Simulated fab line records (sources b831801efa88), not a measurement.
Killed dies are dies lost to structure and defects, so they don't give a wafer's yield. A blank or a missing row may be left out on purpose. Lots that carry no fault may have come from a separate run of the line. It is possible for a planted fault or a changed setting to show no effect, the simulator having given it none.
fab line records + flow gf180mcu
record
- lots=14
- wafers=42
- last-day=34
route steps=602 shown PSD@257 V2@400 V3@430
lots that met no fault: from a run of the same line without faults
start-h: hours from the record's opening day to when the first of the lot's shown wafers began + wait-h: hours since the lot's step before + " as in the row above + L1.1+2: one row covering several wafers at once + - either no value or no given start + * or withheld: withheld + < > ~ a bound
route shown NAME@n: a module of which the file shows steps, and the number in the route of the first + usual: average and standard deviation across the fault-free wafers + same: alike in all rows + chamber/n: place in a boat + sites: each site's reading + _std_site: the values' standard deviation + _edge_site: mean of outer sites minus mean of inner sites + radius-mm: for every site, how far away it sits from the centre of the wafer + mask NAME#n: copy n + behind: the tool/chamber that last shaped the wafer + hold: why the lot went on hold/how many hours it stayed there/how the hold came to an end + device: which transistor (n, p or np) failed to switch + end of line: the route-end tests of the same wafers + for a step that has no rows: nothing shown but its recipe + killed: not the wafer's yield, but the dies lost to structure and defects at the first sort + map: per-die view of a wafer (x killed, . not killed, _ where there is no die)
set.NAME: the run value of the setting; set.NAME@STEP: its run value at that earlier step + model.NAME: the simulator's own value behind a step, which no gauge read
a sample of lots followed through the steps of the route, with each step as a table and each wafer as a row
services: from which hour (start-h, from the record's first day; less than 0 if before it) a tool's chamber was out of use, for how many hours, and why
## steps
# step GF_PSD_IMPLANT_09
# recipe
- species=BF2
- energy-kev=40
- dose-cm2=1.5e+15
- tilt-deg=7
# usual
- beam-energy-keV=39.998/0.012
- beam-on-s=9.98/0.19
- faraday-current-uA=8271/160
| lot.wafer | tool         | chamber | start-h | wait-h | beam-energy-keV | beam-on-s | faraday-current-uA |
|-----------|--------------|---------|---------|--------|-----------------|-----------|--------------------|
| L620.4    | implanter-02 | 0       | 328.30  | 0.1    | 40.003          | 10.14     | 8129               |
| L620.5    | "            | 0       | "       | "      | 39.999          | 9.75      | 8453               |
| L620.6    | "            | 0       | "       | "      | 40.005          | 10.34     | 7974               |
| L622.3    | implanter-04 | 0       | 346.58  | 0.1    | 40.010          | 10.21     | 8084               |
| L622.5    | "            | 0       | "       | "      | 40.002          | 10.04     | 8217               |
| L622.6    | "            | 0       | "       | "      | 40.005          | 10.17     | 8123               |
| L623.2    | implanter-02 | 0       | 352.90  | 0.0    | 39.991          | 9.97      | 8233               |
| L623.4    | "            | 0       | "       | "      | 39.991          | 9.72      | 8432               |
| L623.5    | "            | 0       | "       | "      | 39.992          | 9.77      | 8434               |
| L625.2    | implanter-03 | 0       | 367.37  | 0.0    | 39.989          | 9.89      | 8345               |
| L625.3    | "            | 0       | "       | "      | 40.013          | 9.90      | 8346               |
| L625.4    | "            | 0       | "       | "      | 39.986          | 9.88      | 8351               |
| L626.1    | implanter-03 | 0       | 382.13  | 0.0    | 39.986          | 9.83      | 8382               |
| L626.5    | "            | 0       | "       | "      | 40.007          | 10.01     | 8236               |
| L626.6    | "            | 0       | "       | "      | 40.004          | 10.18     | 8124               |
| L627.2    | implanter-02 | 0       | 386.24  | 0.0    | 39.997          | 9.78      | 8402               |
| L627.3    | "            | 0       | "       | "      | 40.012          | 10.02     | 8242               |
| L627.5    | "            | 0       | "       | "      | 40.001          | 9.79      | 8426               |
| L628.1    | implanter-02 | 0       | 394.92  | 0.0    | 40.009          | 10.06     | 8184               |
| L628.5    | "            | 0       | "       | "      | 39.996          | 10.03     | 8187               |
| L628.6    | "            | 0       | "       | "      | 40.000          | 9.43      | 8710               |
| L629.1    | implanter-04 | 0       | 402.79  | 0.0    | 40.001          | 9.94      | 8263               |
| L629.2    | "            | 0       | "       | "      | 39.984          | 10.03     | 8229               |
| L629.5    | "            | 0       | "       | "      | 39.998          | 9.92      | 8274               |
| L632.1    | implanter-04 | 0       | 434.32  | 0.0    | 39.982          | 9.63      | 8530               |
| L632.2    | "            | 0       | "       | "      | 39.984          | 9.77      | 8420               |
| L632.6    | "            | 0       | "       | "      | 39.995          | 10.12     | 8129               |
| L638.1    | implanter-04 | -       | 487.42  | 0.0    | -               | -         | -                  |
| L638.3    | "            | -       | "       | "      | -               | -         | -                  |
| L638.4    | "            | -       | "       | "      | -               | -         | -                  |
| L639.1    | implanter-02 | -       | 487.81  | 0.0    | -               | -         | -                  |
| L639.2    | "            | -       | "       | "      | -               | -         | -                  |
| L639.5    | "            | -       | "       | "      | -               | -         | -                  |
| L640.1    | implanter-04 | 0       | 495.69  | 0.0    | 40.009          | 10.04     | 8171               |
| L640.4    | "            | 0       | "       | "      | 39.983          | 9.99      | 8299               |
| L640.5    | "            | 0       | "       | "      | 39.973          | 10.01     | 8204               |
| L641.2    | implanter-03 | 0       | 507.15  | 0.0    | 39.992          | 10.12     | 8154               |
| L641.3    | "            | 0       | "       | "      | 39.976          | 9.70      | 8483               |
| L641.4    | "            | 0       | "       | "      | 40.009          | 9.90      | 8315               |
| L642.2    | implanter-03 | 0       | 513.74  | 0.0    | 40.001          | 10.00     | 8272               |
| L642.4    | "            | 0       | "       | "      | 40.002          | 10.11     | 8166               |
| L642.5    | "            | 0       | "       | "      | 39.978          | 9.72      | 8464               |
# step GF_PSD_STRIP_10
# recipe
- chemistry=O2/N2
- power-w=1400
- pressure-mtorr=1500
- platen-temp-c=250
- o2-flow-sccm=3000
- n2-flow-sccm=300
- overash-fraction=0.5
# usual
- drypump-motor-current-A=6.0/0.34
- heater-power-w=349/33
- oes-product-au=0.592/0.0048
- strip-time-to-endpoint-s=16.51/0.034
| lot.wafer | tool            | chamber | start-h | wait-h | drypump-motor-current-A | heater-power-w | oes-product-au | rf-hours-counter-h | strip-time-to-endpoint-s |
|-----------|-----------------|---------|---------|--------|-------------------------|----------------|----------------|--------------------|--------------------------|
| L620.4    | plasma-asher-03 | 1       | 328.41  | 0.1    | 5.9                     | 396            | 0.596          | -                  | 16.47                    |
| L620.5    | "               | 0       | "       | "      | 5.4                     | 373            | 0.597          | -                  | 16.49                    |
| L620.6    | "               | 1       | "       | "      | 5.9                     | 391            | 0.604          | -                  | 16.49                    |
| L622.3    | plasma-asher-02 | 1       | 346.71  | 0.1    | 6.2                     | 330            | 0.595          | -                  | 16.51                    |
| L622.5    | "               | 1       | "       | "      | 6.2                     | 326            | 0.587          | -                  | 16.51                    |
| L622.6    | "               | 0       | "       | "      | 6.3                     | 344            | 0.597          | -                  | 16.52                    |
| L623.2    | plasma-asher-02 | 1       | 353.03  | 0.1    | 6.2                     | 331            | 0.589          | 72                 | 16.47                    |
| L623.4    | "               | 0       | "       | "      | 6.3                     | 333            | 0.594          | -                  | 16.53                    |
| L623.5    | "               | 1       | "       | "      | 6.2                     | 328            | 0.589          | -                  | 16.52                    |
| L625.2    | plasma-asher-02 | 0       | 367.49  | 0.1    | 6.4                     | 341            | 0.589          | 74                 | 16.49                    |
| L625.3    | "               | 1       | "       | "      | 6.2                     | 326            | 0.589          | -                  | 16.49                    |
| L625.4    | "               | 0       | "       | "      | 6.3                     | 336            | 0.583          | -                  | 16.48                    |
| L626.1    | plasma-asher-03 | 0       | 382.28  | 0.1    | 5.4                     | 377            | 0.590          | 50                 | 16.54                    |
| L626.5    | "               | 0       | "       | "      | 5.5                     | 372            | 0.594          | -                  | 16.53                    |
| L626.6    | "               | 1       | "       | "      | 5.8                     | 398            | 0.590          | -                  | 16.56                    |
| L627.2    | plasma-asher-04 | 1       | 386.37  | 0.1    | 6.4                     | 335            | 0.594          | 29                 | 16.49                    |
| L627.3    | "               | 0       | "       | "      | 6.0                     | 293            | 0.598          | -                  | 16.49                    |
| L627.5    | "               | 1       | "       | "      | 6.4                     | 335            | 0.592          | -                  | 16.48                    |
| L628.1    | plasma-asher-02 | 0       | 395.07  | 0.1    | 6.3                     | 337            | 0.594          | 77                 | 16.50                    |
| L628.5    | "               | 0       | "       | "      | 6.3                     | 342            | 0.577          | -                  | 16.49                    |
| L628.6    | "               | 1       | "       | "      | 6.2                     | 334            | 0.591          | -                  | 16.51                    |
| L629.1    | plasma-asher-03 | 0       | 402.94  | 0.1    | 5.4                     | 380            | 0.584          | 52                 | 16.56                    |
| L629.2    | "               | 1       | "       | "      | 5.8                     | 397            | 0.588          | 52                 | 16.54                    |
| L629.5    | "               | 1       | "       | "      | 5.8                     | 406            | 0.596          | -                  | 16.53                    |
| L632.1    | plasma-asher-03 | 1       | 434.47  | 0.1    | 5.9                     | 396            | 0.589          | 55                 | 16.60                    |
| L632.2    | "               | 0       | "       | "      | 5.5                     | 376            | 0.592          | 55                 | 16.57                    |
| L632.6    | "               | 0       | "       | "      | 5.4                     | 383            | 0.591          | -                  | 16.58                    |
| L638.1    | plasma-asher-03 | 0       | 487.57  | 0.1    | 5.4                     | 382            | 0.714          | 61                 | 12.54                    |
| L638.3    | "               | 1       | "       | "      | 5.9                     | 393            | 0.717          | -                  | 12.58                    |
| L638.4    | "               | 0       | "       | "      | 5.4                     | 373            | 0.714          | -                  | 12.54                    |
| L639.1    | plasma-asher-04 | 1       | 487.96  | 0.1    | 6.5                     | 346            | 0.718          | 40                 | 12.62                    |
| L639.2    | "               | 0       | "       | "      | 6.0                     | 293            | 0.719          | 40                 | 12.61                    |
| L639.5    | "               | 0       | "       | "      | 6.0                     | 301            | 0.714          | -                  | 12.59                    |
| L640.1    | plasma-asher-04 | 0       | 495.84  | 0.1    | 6.0                     | 296            | 0.593          | 41                 | 16.50                    |
| L640.4    | "               | 0       | "       | "      | 6.1                     | 291            | 0.589          | -                  | 16.49                    |
| L640.5    | "               | 1       | "       | "      | 6.4                     | 335            | 0.587          | -                  | 16.50                    |
| L641.2    | plasma-asher-02 | 1       | 507.27  | 0.1    | 6.2                     | 330            | 0.592          | 88                 | 16.56                    |
| L641.3    | "               | 0       | "       | "      | 6.3                     | 334            | 0.589          | -                  | 16.56                    |
| L641.4    | "               | 1       | "       | "      | 6.2                     | 337            | 0.586          | -                  | 16.54                    |
| L642.2    | plasma-asher-03 | 0       | 513.86  | 0.1    | 5.5                     | 384            | 0.587          | 64                 | 16.49                    |
| L642.4    | "               | 1       | "       | "      | 5.9                     | 394            | 0.587          | -                  | 16.44                    |
| L642.5    | "               | 0       | "       | "      | 5.4                     | 386            | 0.599          | -                  | 16.49                    |
# step GF_PSD_TW_MEAS_11
# usual
- PSD_TW=3189/27
| lot.wafer | tool          | chamber | start-h | wait-h | hold                     | PSD_TW |
|-----------|---------------|---------|---------|--------|--------------------------|--------|
| L620.4    | film-metro-01 | -       | 328.51  | 0.1    | -                        | 3223   |
| L620.5    | "             | -       | "       | "      | -                        | 3234   |
| L620.6    | "             | -       | "       | "      | -                        | 3243   |
| L622.3    | film-metro-04 | -       | 346.80  | 0.1    | -                        | 3169   |
| L622.5    | "             | -       | "       | "      | -                        | 3164   |
| L622.6    | "             | -       | "       | "      | -                        | 3145   |
| L623.2    | film-metro-04 | -       | 353.14  | 0.1    | -                        | 3175   |
| L623.4    | "             | -       | "       | "      | -                        | 3155   |
| L623.5    | "             | -       | "       | "      | -                        | 3163   |
| L625.2    | film-metro-04 | -       | 367.60  | 0.1    | -                        | 3139   |
| L625.3    | "             | -       | "       | "      | -                        | 3157   |
| L625.4    | "             | -       | "       | "      | -                        | 3161   |
| L626.1    | film-metro-04 | -       | 382.38  | 0.1    | -                        | 3137   |
| L626.5    | "             | -       | "       | "      | -                        | 3171   |
| L626.6    | "             | -       | "       | "      | -                        | 3154   |
| L627.2    | film-metro-01 | -       | 386.48  | 0.1    | -                        | 3234   |
| L627.3    | "             | -       | "       | "      | -                        | 3228   |
| L627.5    | "             | -       | "       | "      | -                        | 3220   |
| L628.1    | film-metro-03 | -       | 395.17  | 0.1    | -                        | 3180   |
| L628.5    | "             | -       | "       | "      | -                        | 3175   |
| L628.6    | "             | -       | "       | "      | -                        | 3179   |
| L629.1    | film-metro-03 | -       | 403.04  | 0.1    | -                        | 3169   |
| L629.2    | "             | -       | "       | "      | -                        | 3178   |
| L629.5    | "             | -       | "       | "      | -                        | 3172   |
| L632.1    | film-metro-04 | -       | 434.57  | 0.1    | -                        | 3158   |
| L632.2    | "             | -       | "       | "      | -                        | 3170   |
| L632.6    | "             | -       | "       | "      | -                        | 3179   |
| L638.1    | film-metro-01 | -       | 487.67  | 0.1    | await-dispo/0.2h/release | 30     |
| L638.3    | "             | -       | "       | "      | await-dispo/0.2h/release | 30     |
| L638.4    | "             | -       | "       | "      | await-dispo/0.2h/release | 30     |
| L638.1    | film-metro-01 | -       | 487.90  | 0.2    | -                        | 30     |
| L638.3    | "             | -       | "       | "      | -                        | 30     |
| L638.4    | "             | -       | "       | "      | -                        | 30     |
| L639.1    | film-metro-01 | -       | 488.06  | 0.1    | await-dispo/0.2h/release | 30     |
| L639.2    | "             | -       | "       | "      | await-dispo/0.2h/release | 30     |
| L639.5    | "             | -       | "       | "      | await-dispo/0.2h/release | 30     |
| L639.1    | film-metro-01 | -       | 488.38  | 0.3    | -                        | 31     |
| L639.2    | "             | -       | "       | "      | -                        | 30     |
| L639.5    | "             | -       | "       | "      | -                        | 30     |
| L640.1    | film-metro-03 | -       | 495.94  | 0.1    | -                        | 3192   |
| L640.4    | "             | -       | "       | "      | -                        | 3183   |
| L640.5    | "             | -       | "       | "      | -                        | 3188   |
| L641.2    | film-metro-01 | -       | 507.38  | 0.1    | -                        | 3177   |
| L641.3    | "             | -       | "       | "      | -                        | 3193   |
| L641.4    | "             | -       | "       | "      | -                        | 3184   |
| L642.2    | film-metro-03 | -       | 513.97  | 0.1    | -                        | 3198   |
| L642.4    | "             | -       | "       | "      | -                        | 3177   |
| L642.5    | "             | -       | "       | "      | -                        | 3211   |
# step GF_V2_STRIP_18
# recipe
- chemistry=O2/N2
- power-w=1400
- pressure-mtorr=1500
- platen-temp-c=250
- o2-flow-sccm=3000
- n2-flow-sccm=300
- overash-fraction=0.5
# usual
- drypump-motor-current-A=6.1/0.36
- heater-power-w=335/22
- oes-product-au=0.593/0.005
| lot.wafer | tool            | chamber | start-h | wait-h | drypump-motor-current-A | heater-power-w | oes-product-au | rf-hours-counter-h |
|-----------|-----------------|---------|---------|--------|-------------------------|----------------|----------------|--------------------|
| L620.4    | plasma-asher-02 | 1       | 477.99  | -      | 6.2                     | 333            | 0.587          | -                  |
| L620.5    | "               | 0       | "       | "      | 6.3                     | 334            | 0.591          | -                  |
| L620.6    | "               | 1       | "       | "      | 6.3                     | 338            | 0.587          | -                  |
| L622.3    | plasma-asher-04 | 1       | 494.65  | -      | 6.5                     | 338            | 0.600          | -                  |
| L622.5    | "               | 1       | "       | "      | 6.5                     | 339            | 0.588          | -                  |
| L622.6    | "               | 0       | "       | "      | 6.0                     | 297            | 0.592          | -                  |
| L623.2    | plasma-asher-01 | 1       | 501.85  | -      | 5.4                     | 334            | 0.592          | 8                  |
| L623.4    | "               | 0       | "       | "      | 6.3                     | 374            | 0.590          | -                  |
| L623.5    | "               | 0       | "       | "      | 6.3                     | 366            | 0.593          | -                  |
| L625.2    | plasma-asher-04 | 0       | 517.62  | -      | 6.0                     | 293            | 0.597          | 44                 |
| L625.3    | "               | 0       | "       | "      | 6.0                     | 291            | 0.593          | -                  |
| L625.4    | "               | 1       | "       | "      | 6.5                     | 337            | 0.583          | -                  |
| L626.1    | plasma-asher-01 | 0       | 533.82  | -      | 6.3                     | 374            | 0.591          | 11                 |
| L626.5    | "               | 1       | "       | "      | 5.4                     | 325            | 0.594          | -                  |
| L626.6    | "               | 0       | "       | "      | 6.3                     | 374            | 0.592          | -                  |
| L627.2    | plasma-asher-02 | 1       | 535.87  | -      | 6.2                     | 335            | 0.593          | 91                 |
| L627.3    | "               | 0       | "       | "      | 6.3                     | 334            | 0.593          | -                  |
| L627.5    | "               | 0       | "       | "      | 6.3                     | 334            | 0.594          | -                  |
| L628.1    | plasma-asher-04 | 1       | 545.23  | -      | 6.5                     | 339            | 0.588          | 46                 |
| L628.5    | "               | 1       | "       | "      | 6.4                     | 342            | 0.598          | -                  |
| L628.6    | "               | 0       | "       | "      | 6.0                     | 299            | 0.588          | -                  |
| L629.1    | plasma-asher-01 | 0       | 552.42  | -      | 6.3                     | 373            | 0.590          | 14                 |
| L629.2    | "               | 1       | "       | "      | 5.4                     | 338            | 0.582          | 14                 |
| L629.5    | "               | 1       | "       | "      | 5.4                     | 334            | 0.597          | -                  |
| L632.1    | plasma-asher-01 | 1       | 582.35  | -      | 5.4                     | 330            | 0.587          | 18                 |
| L632.2    | "               | 0       | "       | "      | 6.3                     | 373            | 0.597          | 18                 |
| L632.6    | "               | 0       | "       | "      | 6.3                     | 367            | 0.601          | -                  |
| L640.1    | plasma-asher-02 | 0       | 633.90  | -      | 6.3                     | 336            | 0.592          | 102                |
| L640.4    | "               | 1       | "       | "      | 6.3                     | 330            | 0.590          | -                  |
| L640.5    | "               | 0       | "       | "      | 6.3                     | 329            | 0.601          | -                  |
| L641.2    | plasma-asher-02 | 1       | 644.82  | -      | 6.2                     | 337            | 0.592          | 103                |
| L641.3    | "               | 0       | "       | "      | 6.3                     | 328            | 0.594          | -                  |
| L641.4    | "               | 1       | "       | "      | 6.2                     | 346            | 0.584          | -                  |
| L642.2    | plasma-asher-01 | 0       | 653.97  | -      | 6.3                     | 370            | 0.589          | 26                 |
| L642.4    | "               | 0       | "       | "      | 6.3                     | 359            | 0.599          | -                  |
| L642.5    | "               | 0       | "       | "      | 6.3                     | 361            | 0.594          | -                  |
# step GF_V3_THK_MEAS_01
# recipe
- reads=SiO2_of_V3_CVD_00
# usual
- V3_CVD_00_THK=600/5.8
| lot.wafer | tool          | chamber | start-h | wait-h | V3_CVD_00_THK[nm] |
|-----------|---------------|---------|---------|--------|-------------------|
| L620.4    | film-metro-02 | -       | 504.13  | 0.1    | 593               |
| L620.5    | "             | -       | "       | "      | 610               |
| L620.6    | "             | -       | "       | "      | 588               |
| L622.3    | film-metro-02 | -       | 520.05  | 0.1    | 605               |
| L622.5    | "             | -       | "       | "      | 603               |
| L622.6    | "             | -       | "       | "      | 606               |
| L623.2    | film-metro-01 | -       | 527.49  | 0.0    | 597               |
| L623.4    | "             | -       | "       | "      | 596               |
| L623.5    | "             | -       | "       | "      | 599               |
| L625.2    | film-metro-01 | -       | 542.83  | 0.0    | 594               |
| L625.3    | "             | -       | "       | "      | 590               |
| L625.4    | "             | -       | "       | "      | 605               |
| L626.1    | film-metro-01 | -       | 558.44  | 0.0    | 597               |
| L626.5    | "             | -       | "       | "      | 598               |
| L626.6    | "             | -       | "       | "      | 604               |
| L627.2    | film-metro-02 | -       | 560.89  | 0.0    | 594               |
| L627.3    | "             | -       | "       | "      | 603               |
| L627.5    | "             | -       | "       | "      | 596               |
| L628.1    | film-metro-03 | -       | 569.75  | 0.0    | 600               |
| L628.5    | "             | -       | "       | "      | 601               |
| L628.6    | "             | -       | "       | "      | 601               |
| L629.1    | film-metro-03 | -       | 576.27  | 0.0    | 601               |
| L629.2    | "             | -       | "       | "      | 590               |
| L629.5    | "             | -       | "       | "      | 589               |
| L632.1    | film-metro-01 | -       | 605.65  | 0.0    | 611               |
| L632.2    | "             | -       | "       | "      | 614               |
| L632.6    | "             | -       | "       | "      | 606               |
| L640.1    | film-metro-01 | -       | 655.66  | 0.0    | 616               |
| L640.4    | "             | -       | "       | "      | 604               |
| L640.5    | "             | -       | "       | "      | 601               |
| L641.2    | film-metro-02 | -       | 666.86  | 0.0    | 600               |
| L641.3    | "             | -       | "       | "      | 599               |
| L641.4    | "             | -       | "       | "      | 606               |
| L642.2    | film-metro-02 | -       | 676.17  | 0.1    | 603               |
| L642.4    | "             | -       | "       | "      | 601               |
| L642.5    | "             | -       | "       | "      | 603               |
# step GF_V3_STRIP_18
# recipe
- chemistry=O2/N2
- power-w=1400
- pressure-mtorr=1500
- platen-temp-c=250
- o2-flow-sccm=3000
- n2-flow-sccm=300
- overash-fraction=0.5
# usual
- drypump-motor-current-A=6.1/0.34
- heater-power-w=347/33
- oes-product-au=0.592/0.0047
| lot.wafer | tool            | chamber | start-h | wait-h | drypump-motor-current-A | heater-power-w | oes-product-au | rf-hours-counter-h |
|-----------|-----------------|---------|---------|--------|-------------------------|----------------|----------------|--------------------|
| L620.4    | plasma-asher-04 | 1       | 528.30  | -      | 6.4                     | 349            | 0.592          | -                  |
| L620.5    | "               | 0       | "       | "      | 6.1                     | 297            | 0.592          | -                  |
| L620.6    | "               | 1       | "       | "      | 6.5                     | 336            | 0.584          | -                  |
| L622.3    | plasma-asher-04 | 0       | 543.84  | -      | 6.0                     | 300            | 0.583          | -                  |
| L622.5    | "               | 0       | "       | "      | 6.0                     | 296            | 0.581          | -                  |
| L622.6    | "               | 1       | "       | "      | 6.4                     | 332            | 0.582          | -                  |
| L623.2    | plasma-asher-03 | 1       | 550.79  | -      | 5.9                     | 390            | 0.598          | 67                 |
| L623.4    | "               | 0       | "       | "      | 5.4                     | 382            | 0.594          | -                  |
| L623.5    | "               | 1       | "       | "      | 5.9                     | 400            | 0.593          | -                  |
| L625.2    | plasma-asher-03 | 1       | 566.02  | -      | 5.9                     | 391            | 0.587          | 69                 |
| L625.3    | "               | 1       | "       | "      | 5.9                     | 400            | 0.596          | -                  |
| L625.4    | "               | 0       | "       | "      | 5.4                     | 382            | 0.590          | -                  |
| L626.1    | plasma-asher-02 | 1       | 581.40  | -      | 6.2                     | 339            | 0.591          | 96                 |
| L626.5    | "               | 1       | "       | "      | 6.2                     | 330            | 0.595          | -                  |
| L626.6    | "               | 0       | "       | "      | 6.4                     | 330            | 0.600          | -                  |
| L627.2    | plasma-asher-03 | 0       | 582.97  | -      | 5.4                     | 375            | 0.593          | 71                 |
| L627.3    | "               | 1       | "       | "      | 5.9                     | 392            | 0.596          | -                  |
| L627.5    | "               | 0       | "       | "      | 5.4                     | 376            | 0.597          | -                  |
| L628.1    | plasma-asher-03 | 0       | 592.12  | -      | 5.5                     | 373            | 0.596          | 72                 |
| L628.5    | "               | 0       | "       | "      | 5.4                     | 381            | 0.585          | -                  |
| L628.6    | "               | 1       | "       | "      | 5.9                     | 393            | 0.592          | -                  |
| L629.1    | plasma-asher-02 | 0       | 598.25  | -      | 6.4                     | 342            | 0.588          | 98                 |
| L629.2    | "               | 1       | "       | "      | 6.2                     | 339            | 0.595          | 98                 |
| L629.5    | "               | 1       | "       | "      | 6.3                     | 330            | 0.591          | -                  |
| L632.1    | plasma-asher-02 | 1       | 628.15  | -      | 6.2                     | 336            | 0.591          | 101                |
| L632.2    | "               | 0       | "       | "      | 6.3                     | 342            | 0.588          | 101                |
| L632.6    | "               | 0       | "       | "      | 6.3                     | 335            | 0.600          | -                  |
| L640.1    | plasma-asher-03 | 1       | 676.39  | -      | 5.8                     | 403            | 0.592          | 80                 |
| L640.4    | "               | 1       | "       | "      | 5.8                     | 398            | 0.590          | -                  |
| L640.5    | "               | 0       | "       | "      | 5.4                     | 386            | 0.600          | -                  |
| L641.2    | plasma-asher-03 | 0       | 687.49  | -      | 5.4                     | 376            | 0.591          | 81                 |
| L641.3    | "               | 1       | "       | "      | 5.9                     | 389            | 0.584          | -                  |
| L641.4    | "               | 0       | "       | "      | 5.4                     | 384            | 0.587          | -                  |
| L642.2    | plasma-asher-02 | 0       | 695.74  | -      | 6.3                     | 333            | 0.590          | 109                |
| L642.4    | "               | 0       | "       | "      | 6.3                     | 337            | 0.580          | -                  |
| L642.5    | "               | 1       | "       | "      | 6.2                     | 340            | 0.589          | -                  |
## services
| tool            | chamber | start-h | hours | kind   |
|-----------------|---------|---------|-------|--------|
| implanter-02    | -       | 336.73  | 1.3   | repair |
| implanter-04    | -       | 337.73  | 6.0   | pm     |
| plasma-asher-03 | -       | 342.60  | 3.9   | repair |
| plasma-asher-04 | -       | 348.01  | 2.8   | repair |
| plasma-asher-04 | -       | 350.83  | 15.6  | pm     |
| implanter-02    | -       | 407.24  | 8.1   | repair |
| plasma-asher-01 | -       | 409.91  | 11.0  | repair |
| implanter-04    | -       | 412.06  | 1.9   | repair |
| plasma-asher-01 | -       | 421.25  | 9.0   | pm     |
| plasma-asher-04 | -       | 434.94  | 2.1   | repair |
| plasma-asher-02 | -       | 456.12  | 2.5   | repair |
| implanter-03    | -       | 461.84  | 2.4   | pm     |
| implanter-03    | -       | 468.70  | 3.6   | repair |
| implanter-03    | -       | 469.92  | 1.6   | repair |
| plasma-asher-02 | -       | 478.82  | 2.8   | pm     |
| implanter-03    | -       | 541.89  | 3.9   | pm     |
| plasma-asher-04 | -       | 547.54  | 18.9  | repair |
| implanter-04    | -       | 549.50  | 5.3   | pm     |
| implanter-03    | -       | 558.49  | 2.6   | repair |
| implanter-04    | -       | 585.96  | 5.6   | repair |
| plasma-asher-04 | -       | 655.33  | 2.8   | pm     |
| implanter-02    | -       | 659.65  | 3.8   | pm     |
| plasma-asher-01 | -       | 667.04  | 1.1   | repair |
| plasma-asher-04 | -       | 689.54  | 4.9   | repair |
## key
first-sign
- step=GF_PSD_IMPLANT_09
- reading=tool-record
- direction=missing
effect
- step=GF_PSD_STRIP_10
- reading=strip-time-to-endpoint-s
- direction=down
- sigmas=99+
- usual=*
- struck=*
effect
- step=GF_PSD_TW_MEAS_11
- reading=visit
- direction=added
effect
- step=GF_PSD_TW_MEAS_11
- reading=PSD_TW
- direction=down
- sigmas=99+
- usual=3189
- struck=30
met-at GF_PSD_IMPLANT_09
struck-lots L638,L639
later-rows-left-out L638.1,L638.3,L638.4,L639.1,L639.2,L639.5
sort-left-out L638.1,L638.3,L638.4,L639.1,L639.2,L639.5
tester-left-out L638,L639
not-acting-at GF_V2_STRIP_18,GF_V3_THK_MEAS_01,GF_V3_STRIP_18
onset-between 434.32 487.42
fault
- kind=skipped-step-whole
- tool=implanter-02,implanter-04
- chamber=-
- onset-h=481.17
- steps=GF_PSD_IMPLANT_09
- scope=struck-lots-only
# tester-left-out: of these lots the tester's yield and bins aren't shown, on N5 and GAA mostly nor the transistor test; their killed dies are dies lost to structure and defects alone, not to doping, threshold or leakage, so they don't give the yield
# sort-left-out: the simulated sort isn't trusted on such a fault, so these wafers' sort isn't shown, and their yield isn't known
# later-rows-left-out: the simulator's readings of these wafers behind a module that went badly wrong aren't trusted and aren't shown, but for the sort
